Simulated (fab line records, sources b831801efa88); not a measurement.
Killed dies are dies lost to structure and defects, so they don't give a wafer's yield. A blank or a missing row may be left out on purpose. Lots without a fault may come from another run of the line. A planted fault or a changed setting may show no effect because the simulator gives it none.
Which tool did it? | flow gf180mcu | 13 lots, 39 wafers sampled, at 5 steps of a route of 602

WHAT THE GAUGES READ, wafer by wafer
GF_VT_IMPLANT_TW_MEAS_32.
lot  | measured     | on            | VT_IMPLANT_3_TW
L746 | day 6 18:13  | film_metro-01 | 267.7 267.3 268.1
L747 | day 7 04:46  | film_metro-01 | 266.1 266.7 267.5
L748 | day 7 07:17  | film_metro-02 | 266.9 266.0 266.2
L750 | day 7 23:16  | film_metro-02 | 267.0 267.0 268.1
L751 | day 8 02:54  | film_metro-02 | 265.4 265.5 266.9
L753 | day 8 19:59  | film_metro-04 | 271.6 272.5 271.5
L754 | day 8 22:08  | film_metro-02 | 265.4 266.7 266.0
L757 | day 9 21:05  | film_metro-04 | 272.3 274.0 274.0
L758 | day 10 01:09 | film_metro-02 | 267.2 268.2 267.0
L763 | day 11 15:56 | film_metro-04 | 273.7 273.1 272.3
L764 | day 11 19:50 | film_metro-04 | 253.7 249.5 251.7
L765 | day 12 00:51 | film_metro-02 | 244.8 245.8 245.6
L767 | day 12 14:53 | film_metro-04 | 271.6 271.8 270.8

GF_SAB_OVL_MEAS_10.
lot  | measured     | on         | SAB_OVL (nm)
L746 | day 14 18:52 | overlay-02 | -0.2 1.6 -0.4
L747 | day 15 07:53 | overlay-01 | 1.8 -0.8 -0.5
L748 | day 15 10:25 | overlay-02 | 0.9 1.8 1.9
L750 | day 16 08:12 | overlay-02 | 2.6 1.0 0.9
L751 | day 16 19:06 | overlay-02 | 3.6 2.2 2.3
L753 | day 17 17:26 | overlay-01 | 0.4 1.1 -1.0
L754 | day 17 18:16 | overlay-02 | 2.3 1.4 2.7
L757 | day 19 05:22 | overlay-02 | 3.1 2.0 2.0
L758 | day 19 07:21 | overlay-01 | 0.3 -1.4 0.5
L763 | day 22 01:28 | overlay-02 | 2.3 0.8 2.7
L764 | day 22 04:29 | overlay-02 | 1.6 2.6 1.9
L765 | day 22 07:48 | overlay-01 | -0.4 1.9 0.6
L767 | day 22 17:49 | overlay-02 | -0.1 0.4 -0.7

GF_CONTACT_THK_MEAS_03.
lot  | measured     | on            | CONTACT_CVD_02_THK (nm)
L746 | day 14 19:59 | film_metro-03 | 839 858 867
L747 | day 15 09:00 | film_metro-01 | 861 861 866
L748 | day 15 11:30 | film_metro-01 | 852 837 863
L750 | day 16 09:19 | film_metro-03 | 872 869 883
L751 | day 16 20:14 | film_metro-03 | 864 872 863
L753 | day 17 18:41 | film_metro-04 | 850 860 867
L754 | day 17 19:20 | film_metro-01 | 850 848 843
L757 | day 19 06:33 | film_metro-04 | 857 838 876
L758 | day 19 08:27 | film_metro-01 | 866 877 867
L763 | day 22 02:34 | film_metro-01 | 866 865 879
L764 | day 22 05:34 | film_metro-03 | 875 864 871
L765 | day 22 08:55 | film_metro-01 | 844 854 885
L767 | day 22 18:54 | film_metro-03 | 842 841 863

WHICH TOOL RAN EACH LOT (tool, then ch and the chambers of the sampled wafers, then the start)
lot  | GF_LVPWELL_STRIP_10                 | GF_VT_IMPLANT_IMPLANT_30
L746 | plasma_asher-03 ch 0,1, day 3 19:47 | implanter-02 ch 0, day 6 17:59
L747 | plasma_asher-04 ch 0,1, day 4 04:40 | implanter-04 ch 0, day 7 04:32
L748 | plasma_asher-01 ch 0,1, day 4 06:47 | implanter-02 ch 0, day 7 07:02
L750 | plasma_asher-04 ch 0,1, day 4 20:51 | implanter-04 ch 0, day 7 23:02
L751 | plasma_asher-01 ch 0,1, day 5 00:07 | implanter-04 ch 0, day 8 02:41
L753 | plasma_asher-01 ch 0,1, day 5 13:02 | implanter-04 ch 0, day 8 19:46
L754 | plasma_asher-01 ch 0,1, day 5 15:28 | implanter-03 ch 0, day 8 21:53
L757 | plasma_asher-04 ch 0,1, day 6 10:10 | implanter-02 ch 0, day 9 20:50
L758 | plasma_asher-04 ch 0,1, day 6 15:37 | implanter-04 ch 0, day 10 00:56
L763 | plasma_asher-04 ch 1, day 7 21:55   | implanter-02 ch 0, day 11 15:43
L764 | plasma_asher-03 ch 0,1, day 8 02:17 | implanter-04 ch 0, day 11 19:37
L765 | plasma_asher-01 ch 0,1, day 8 06:47 | implanter-04 ch 0, day 12 00:38
L767 | plasma_asher-03 ch 0,1, day 8 19:44 | implanter-02 ch 0, day 12 14:38
- GF_LVPWELL_STRIP_10: strips in O2/N2.
- GF_VT_IMPLANT_IMPLANT_30

WHAT THE TOOLS THEMSELVES READ (means of the sampled wafers that have a number; where no wafer has one, the mark that the record gives instead)
GF_LVPWELL_STRIP_10.
lot  | tool            | drypump_motor_current_A (A) | heater_power_w (W) | oes_product_au (a.u.) | strip_time_to_endpoint_s (s)
L746 | plasma_asher-03 | 5.82                        | 345                | 0.721                 | 37.01
L747 | plasma_asher-04 | 6.11                        | 356                | 0.722                 | 37.07
L748 | plasma_asher-01 | 5.74                        | 400                | 0.717                 | 36.96
L750 | plasma_asher-04 | 6.18                        | 380                | 0.728                 | 36.98
L751 | plasma_asher-01 | 5.79                        | 397                | 0.720                 | 37.03
L753 | plasma_asher-01 | 5.66                        | 391                | 0.725                 | 36.85
L754 | plasma_asher-01 | 5.63                        | 384                | 0.727                 | 36.98
L757 | plasma_asher-04 | 6.17                        | 384                | 0.723                 | 37.18
L758 | plasma_asher-04 | 6.12                        | 355                | 0.723                 | 36.96
L763 | plasma_asher-04 | 6.06                        | 327                | 0.723                 | 36.81
L764 | plasma_asher-03 | 5.59                        | 350                | 0.724                 | 37.01
L765 | plasma_asher-01 | 5.76                        | 403                | 0.723                 | 36.95
L767 | plasma_asher-03 | 5.81                        | 346                | 0.715                 | 36.97

GF_VT_IMPLANT_IMPLANT_30.
lot  | tool         | dose_ions_cm2 | end_station_pressure_torr (Torr) | faraday_current_uA
L746 | implanter-02 | 2.5304e+12    | 4.71e-06                         | 14.20
L747 | implanter-04 | 2.5345e+12    | 5.20e-06                         | 14.44
L748 | implanter-02 | 2.5340e+12    | 4.92e-06                         | 14.16
L750 | implanter-04 | 2.5340e+12    | 4.57e-06                         | 14.44
L751 | implanter-04 | 2.5315e+12    | 5.27e-06                         | 14.26
L753 | implanter-04 | 2.5330e+12    | 5.13e-06                         | 14.48
L754 | implanter-03 | 2.5368e+12    | 5.04e-06                         | 14.30
L757 | implanter-02 | 2.5352e+12    | 5.10e-06                         | 14.29
L758 | implanter-04 | 2.5354e+12    | 5.41e-06                         | 14.35
L763 | implanter-02 | 2.5342e+12    | 4.94e-06                         | 14.10
L764 | implanter-04 | 1.9284e+12    | 5.02e-06                         | 10.99
L765 | implanter-04 | 1.9315e+12    | 4.74e-06                         | 10.74
L767 | implanter-02 | 2.5359e+12    | 5.21e-06                         | 14.19

THE ANSWER, worked out from the rows above alone
Rule: what is usual is taken from the lots themselves. Put in order of their means at a reading, lots are off if they are a third of the lots or fewer, leave a main group of 4 or more, and stand apart from it by a gap of 3 or more times the standard deviation of the main group's means; of several such gaps the widest counts. A main group whose means are all the same, to the digits that the tables above print for the reading, isn't used. A lot without any number at a reading at which 4 lots or more have one is off too. The other lots that the step has rows for count as sound. The gauges are gone through in route order, then the tools' own readings, and for those a lot's mean is taken as printed above. The first step at which some lot is off is used, and at that step the reading that is off furthest; a lot without a number counts as furthest.
Off: L764, L765, at GF_VT_IMPLANT_TW_MEAS_32 (VT_IMPLANT_3_TW). The main group: mean 268.9, standard deviation 2.8.
A tool fits if, at a process step before that reading, it ran every lot that is off, and no sound lot after the first of them. The gauges at GF_VT_IMPLANT_TW_MEAS_32 aren't tried: what is off there is off at GF_VT_IMPLANT_IMPLANT_30 too, on other tools, and a gauge's error can't cause that. One fits: implanter-04 at GF_VT_IMPLANT_IMPLANT_30. Its last sound lot is L758 (day 10 00:56), its first lot that is off L764 (day 11 19:37): a fault that began between those two fits.
The tool's own readings at GF_VT_IMPLANT_IMPLANT_30 bear it out: on the lots that are off they differ by more than 5 times the standard deviation of the sound lots' means. dose_ions_cm2 reads 1.9300e+12 there against 2.5341e+12 on the sound lots; faraday_current_uA reads 10.87 there against 14.29 on the sound lots.

WHAT THE SIMULATOR HAD PUT IN
Process parameter drift: implanter-04, from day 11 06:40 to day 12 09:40, at GF_VT_IMPLANT_IMPLANT_30. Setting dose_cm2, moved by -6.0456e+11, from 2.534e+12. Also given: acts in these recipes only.
Lots struck among those shown: L764, L765. The rule above found the same.
